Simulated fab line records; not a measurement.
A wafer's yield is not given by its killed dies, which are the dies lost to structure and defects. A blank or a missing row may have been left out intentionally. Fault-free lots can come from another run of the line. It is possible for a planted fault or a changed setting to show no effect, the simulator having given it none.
Struck lot and sound lot, side by side -- flow sfq line -- 21 out of 325 route steps
Sound: these wafers, L826.3, L826.5, L826.6. The struck wafers were L824.1, L824.2, L824.5. At the end, the cause is stated.
Order at every step that has rows: each side's tool, ch and its chambers, its first start. Under that, the readings that differ: sound wafers -- struck wafers -- difference of the means -- sigmas: that difference in standard deviations of wafers without a fault.
alike: same words and numbers on both sides, and readings whose means sit less than 2 such deviations apart. not compared: any withheld reading, any reading some wafer has no value for, any bound like >300 that may hide the same value, and any number with overlapping values for which the record gives no deviation.
Wherever a step has rows on one side only, a row that says differs or no value, or a row with sigmas, the two part there. When numbers do not overlap yet have no deviation, they are printed without sigmas and do not part them. A reading that every wafer of one side lacks parts them only if that side has two wafers or more.

first, 2 steps without rows for these wafers: SFQ_TRILAYER_M6_LITHO_PEB_162 (peb time 60 s); SFQ_TRILAYER_M6_LITHO_DEVELOP_161 (time 60 s).
SFQ_M6_OVL_MEAS_940:
  sound: overlay-01 at day 77 00:04; struck: overlay-02 at day 76 13:16
  alike: M6_OVL
SFQ_TRILAYER_M6_BARC_OPEN_METAL_ETCH_206: etches BARC in O2, target depth 125 nm, time 41.7 s.
  sound on rie metal-01 ch 0,1, day 77 00:07; struck on rie metal-03 ch 0,1, day 76 13:18
  alike: drypump motor current A, oes product au
  not compared: rf hours counter h
SFQ_TRILAYER_M6_ETCH_METAL_ETCH_162: etches Nb in Cl2/Ar, stops on SiO2, target depth 240 nm, time 120 s.
  sound on rie metal-01 ch 0,1, day 77 00:12; struck on rie metal-03 ch 0,1, day 76 13:22
  alike: drypump motor current A, oes product au
  not compared: rf hours counter h
then, 4 steps without rows for these wafers: SFQ_TRILAYER_M6_STRIP_STRIP_163 (strips in O2); SFQ_TRILAYER_M6_STRIP_SOLV_CLEAN_164 (cleans in NMP, time 600 s); SFQ_TRILAYER_I6_DEP_PECVD_165 (deposits SiO2 from SiH4/N2O, time 111.11 s, target thk 500 nm); SFQ_TRILAYER_I6_CMP_CMP_166 (polishes SiO2).
SFQ_I6_BOW_MEAS_941:
  sound: film metro-02 at day 77 09:16; struck: film metro-01 at day 76 23:16
  alike: I6_BOW
SFQ_TRILAYER_I6_METRO_MEASURE_167:
  sound: film metro-02 at day 77 09:45; struck: film metro-01 at day 76 23:23
  alike: thk nm
then, 1 step without rows for these wafers: SFQ_TRILAYER_I6_VIA_LITHO_COAT_174 (resist thk 62 nm).
SFQ_TRILAYER_I6_VIA_LITHO_COAT_169: resist thk 650 nm.
  sound on litho track-01 ch 0, day 77 10:57; struck on litho track-04 ch 0, day 77 00:53
reading,sound,struck,difference,sigmas
spin speed rpm (rpm),2999.1 2999.8 3001.9,2693.0 2693.1 2690.9,-307.9,-99 or more
model.KrF_of_TRILAYER_I6_VIA_LITHO_COAT_169.thk nm (nm),647.5 648.2 647.4,684.4 684.8 686.1,+37.4,
  alike: chill plate temp C
then, 4 steps without rows for these wafers: SFQ_TRILAYER_I6_VIA_LITHO_SOFTBAKE_173; SFQ_TRILAYER_I6_VIA_LITHO_EXPOSE_170 (exposes mask I6, target cd 700 nm); SFQ_TRILAYER_I6_VIA_LITHO_PEB_172 (peb time 60 s); SFQ_TRILAYER_I6_VIA_LITHO_DEVELOP_171 (time 60 s).
-- the record jumps here: 4 days lie between the struck wafers' starts before and after --
SFQ_I6_OVL_MEAS_942:
  sound: overlay-02 at day 80 23:52; struck: overlay-02 at day 80 14:08
  alike: I6_OVL
SFQ_TRILAYER_I6_VIA_BARC_OPEN_VIA_ETCH_235: etches BARC in O2, target depth 125 nm, time 41.7 s.
  sound on rie diel-04 ch 2,3, day 80 23:53; struck on rie diel-03 ch 0,1,3, day 80 14:10
  alike: drypump motor current A, oes product au
  not compared: rf hours counter h
SFQ_TRILAYER_I6_VIA_ETCH_VIA_ETCH_172: etches SiO2 in CHF3, stops on Nb, target depth 260 nm.
  sound on rie diel-04 ch 2,3, day 80 23:56; struck on rie diel-03 ch 0,1,3, day 80 14:13
reading,sound,struck,difference,sigmas
model.KrF_of_TRILAYER_I6_VIA_LITHO_COAT_169.thk nm (nm),526.7 527.8 525.3,562.3 563.3 565.4,+37.1,
  alike: drypump motor current A, oes product au
SFQ_TRILAYER_I6_VIA_STRIP_STRIP_173: strips in O2.
  sound on rie metal-04 ch 0,1, day 81 00:14; struck on rie metal-03 ch 0,1, day 80 14:19
  alike: drypump motor current A, oes product au
  not compared: rf hours counter h

WHERE THEY PART
Only at SFQ_TRILAYER_I6_VIA_LITHO_COAT_169, within this record. Later steps at which nothing parts them and some readings are alike: SFQ_I6_OVL_MEAS_942, SFQ_TRILAYER_I6_VIA_BARC_OPEN_VIA_ETCH_235, SFQ_TRILAYER_I6_VIA_ETCH_VIA_ETCH_172, SFQ_TRILAYER_I6_VIA_STRIP_STRIP_173.

WHY: the cause the simulator had injected
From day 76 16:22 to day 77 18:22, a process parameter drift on litho track-04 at SFQ_TRILAYER_I6_VIA_LITHO_COAT_169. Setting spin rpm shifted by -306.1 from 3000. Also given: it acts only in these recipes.
